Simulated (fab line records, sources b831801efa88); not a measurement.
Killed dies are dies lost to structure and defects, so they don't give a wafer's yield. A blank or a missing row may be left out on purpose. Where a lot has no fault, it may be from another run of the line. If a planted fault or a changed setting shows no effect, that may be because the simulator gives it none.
A lot that was struck, set against a sound lot    flow sky130    44 steps out of a route of 708
Sound: wafers L718.2, L718.3, L718.6. Struck: wafer L730.1. (L730.3, L730.4 of the same lot were not struck and are left out.) The cause comes at the end.
Per side, at each step with rows, come the tool, then ch with its chambers, and then its first start. Under that, the readings that differ: sound wafers    struck wafers    difference of the means    sigmas: that difference in standard deviations of wafers without a fault.
alike: a reading whose means differ by less than 2 such deviations, as well as words and numbers matching on both sides. not compared: withheld readings; readings where some wafer has no value; bounds like >300 that might hide an equal value; numbers whose values overlap and for which the record gives no deviation.
A row with sigmas, a row that says differs or no value, or rows on one side alone: a step with any of these is where the two part. When numbers do not overlap yet have no deviation, they are printed without sigmas and do not part them. A reading that every wafer of one side lacks parts them only if that side has two wafers or more.

first, 2 steps without rows for these wafers: SKY_LOCAL_INTERCONNECT_PEB_09; SKY_LOCAL_INTERCONNECT_DEVELOP_10 (develop time 60 s).
SKY_LOCAL_INTERCONNECT_CD_MEAS_11: target cd 170 nm.
  sound: cd-sem-01 at day 31 07:45; struck: cd-sem-02 at day 35 09:01
  alike: cd-nm
SKY_LOCAL_INTERCONNECT_OVL_MEAS_12:
  sound: overlay-02 at day 31 07:52; struck: overlay-01 at day 35 09:08
  alike: LOCAL_INTERCONNECT_OVL
SKY_LOCAL_INTERCONNECT_ETCH_13: etches BARC in N2/H2, stops on SiO2, time 45.9 s, target depth 60 nm.
  sound on rie-metal-03 ch 0,1, day 31 07:53; struck on rie-metal-03 ch 1, day 35 09:10
  alike: drypump-motor-current-A, oes-product-au, throttle-valve-pct
  not compared: rf-hours-counter-h
SKY_LOCAL_INTERCONNECT_METAL_ETCH_14: etches TiN in Cl2/BCl3, stops on PSG, target depth 110 nm, time 31.4 s.
  sound on rie-metal-03 ch 0,1, day 31 07:57; struck on rie-metal-03 ch 1, day 35 09:14
  alike: drypump-motor-current-A, oes-product-au, throttle-valve-pct
  not compared: rf-hours-counter-h
then, 5 steps without rows for these wafers: SKY_LOCAL_INTERCONNECT_STRIP_15 (strips in O2/N2); SKY_LOCAL_INTERCONNECT_STRIP_16 (strips in post etch residue remover, time 1200 s); SKY_LOCAL_INTERCONNECT_CLEAN_17 (cleans in IPA, time 180 s); SKY_LOCAL_INTERCONNECT_CLEAN_18 (cleans in O3/DIW); SKY_CONTACT_CVD_00 (deposits Si3N4, target thk 75 nm).
SKY_CONTACT_THK_MEAS_01:
  sound: film-metro-03 at day 31 08:38; struck: film-metro-03 at day 35 09:57
  alike: CONTACT_CVD_00_THK
SKY_CONTACT_HDPCVD_02: deposits SiO2, target thk 565 nm, time 94.2 s.
  sound on hdpcvd-02 ch 1,2, day 31 08:41; struck on hdpcvd-01 ch 1, day 35 10:01
reading                                      sound              struck  difference  sigmas
pressure-mtorr (mTorr)                       5.978 5.991 5.987  6.010   +0.025      +2
model.SiO2_of_CONTACT_HDPCVD_02.thk-nm (nm)  571.7 561 567.9    172.5   -394.4      
  alike: susceptor-temp-C
SKY_CONTACT_THK_MEAS_03:
  sound: film-metro-02 at day 31 08:46; struck: film-metro-03 at day 35 10:05
reading                  sound        struck  difference  sigmas
CONTACT_HDPCVD_THK (nm)  572 561 568  173     -394        -68
SKY_CONTACT_CMP_04: polishes SiO2.
  sound on cmp-01 ch 0,1,2, day 31 08:55; struck on cmp-02 ch 1, day 35 10:08
reading                 sound     struck  difference  sigmas
time-to-endpoint-s (s)  84 76 82  36      -45         -9
  alike: motor-current-A, platen-rpm
SKY_CONTACT_BOW_MEAS_05:
  sound: film-metro-03 at day 31 09:08; struck: film-metro-04 at day 35 10:26
  alike: CONTACT_BOW
then, 8 steps without rows for these wafers: SKY_CONTACT_DEHYDRATE_06 (time 60 s); SKY_CONTACT_HMDS_07 (prime time 60 s); SKY_CONTACT_COAT_08 (resist thk 60 nm); SKY_CONTACT_COAT_09 (resist thk 450 nm); SKY_CONTACT_SOFTBAKE_10 (time 90 s); SKY_CONTACT_EXPOSE_11 (exposes mask CTM1, target cd 170 nm); SKY_CONTACT_PEB_12; SKY_CONTACT_DEVELOP_13 (develop time 60 s).
SKY_CONTACT_CD_MEAS_14: target cd 170 nm.
  sound: cd-sem-02 at day 32 13:16; struck: cd-sem-02 at day 36 12:54
  alike: cd-nm
SKY_CONTACT_OVL_MEAS_15:
  sound: overlay-02 at day 32 13:22; struck: overlay-02 at day 36 13:01
  alike: CONTACT_OVL
then, 1 step without rows for these wafers: SKY_CONTACT_ETCH_16 (etches BARC in N2/H2, stops on SiO2, time 45.9 s, target depth 60 nm).
SKY_CONTACT_ETCH_17: etches SiO2 in C4F8/O2/Ar, stops on Si3N4, target depth 340 nm.
  sound on rie-diel-01 ch 1,3, day 32 13:26; struck on rie-diel-01 ch 2, day 36 13:05
reading                              sound              struck  difference  sigmas
oes-product-au (a.u.)                0.895 0.886 0.885  0.637   -0.252      -52
model.etch.depth-nm (nm)             340.6 340.7 339.9  172.5   -167.9      
model.CONTACT.feature-depth-nm (nm)  340.6 340.7 339.9  172.5   -167.9      
SKY_CONTACT_ETCH_18: etches Si3N4 in CHF3/O2, stops on TiN, time 39 s, target depth 75 nm.
  sound: rie-diel-01 ch 1,3; struck: rie-diel-01 ch 2
reading                sound              struck  difference  sigmas
oes-product-au (a.u.)  0.851 0.837 0.849  0.827   -0.019      -2
  alike: drypump-motor-current-A, throttle-valve-pct
  not compared: rf-hours-counter-h
then, 4 steps without rows for these wafers: SKY_CONTACT_STRIP_19 (strips in O2/N2); SKY_CONTACT_STRIP_20 (strips in post etch residue remover, time 1200 s); SKY_CONTACT_CLEAN_21 (cleans in IPA, time 180 s); SKY_CONTACT_CLEAN_22 (cleans in O3/DIW).
SKY_CONTACT_SPUTTER_23: material TiN, target thk 20 nm, time 80 s.
  sound: pvd-sputter-03 at day 32 14:07; struck: pvd-sputter-02 at day 36 13:47
  alike: throttle-valve-pct
SKY_CONTACT_CVD_24: deposits W, target thk 340 nm, time 102.12 s.
  sound on cvd-w-02 ch 0,1, day 32 14:11; struck on cvd-w-02 ch 1, day 36 13:50
  alike: chamber-pressure-Torr, heater-power-w, susceptor-temp-C
SKY_CONTACT_RS_MEAS_25: a four-point-probe measurement.
  sound: film-metro-02 at day 32 14:19; struck: film-metro-03 at day 36 13:57
  alike: CONTACT_W_RS
SKY_CONTACT_THK_MEAS_26: measures by xrf.
  sound: film-metro-02 at day 32 14:26; struck: film-metro-03 at day 36 14:04
  alike: CONTACT_W_THK
then, 5 steps without rows for these wafers: SKY_CONTACT_CMP_27 (polishes, stops on SiO2, t overpolish 15 s, target thk 0 nm); SKY_METAL1_SPUTTER_00 (material Ti, target thk 15 nm, time 10 s); SKY_METAL1_SPUTTER_01 (material TiN, target thk 20 nm, time 16.7 s); SKY_METAL1_SPUTTER_02 (material AlCu, target thk 250 nm, time 13.3 s); SKY_METAL1_SPUTTER_03 (material Ti, target thk 5 nm, time 3.3 s).
SKY_METAL1_METAL_ETCH_19: etches the open film in Cl2/BCl3, stops on SiO2, target depth 360 nm, time 78 s.
  sound on rie-metal-03 ch 0, day 33 17:07; struck on rie-metal-01 ch 0, day 37 16:39
reading                                      sound            struck  difference                    sigmas
rf-hours-counter-h (h)                       - - -            16      no value on the sound wafers  
model.SiO2_of_CONTACT_HDPCVD_02.thk-nm (nm)  326 326.2 325.3  158.7   -167.1                        
  alike: drypump-motor-current-A, oes-product-au, throttle-valve-pct
-- the record jumps here: 12 days lie between the struck wafers' starts before and after (it left off in module METAL1 and takes up again in module PAD_OPEN, whose first step shown is number 708 of the route) --
SKY_PAD_OPEN_PROBE_99:
  sound: prober-01 at day 46 16:07; struck: prober-01 at day 49 12:07
reading                                sound                 struck  difference  sigmas
model.etest.met1-comb.leak-log10-a-um  -11.99 -11.94 -12.18  -7.168  +4.869      
model.etest.mcon-chain.rc-ohm          16.5 16.19 17.06      15.73   -0.85       

## WHERE THEY PART
Last at SKY_METAL1_METAL_ETCH_19 as far as this record goes, first at SKY_CONTACT_HDPCVD_02.

WHY: whatever the simulator had introduced
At SKY_CONTACT_HDPCVD_02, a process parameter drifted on hdpcvd-01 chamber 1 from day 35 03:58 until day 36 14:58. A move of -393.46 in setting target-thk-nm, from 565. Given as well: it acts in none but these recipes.
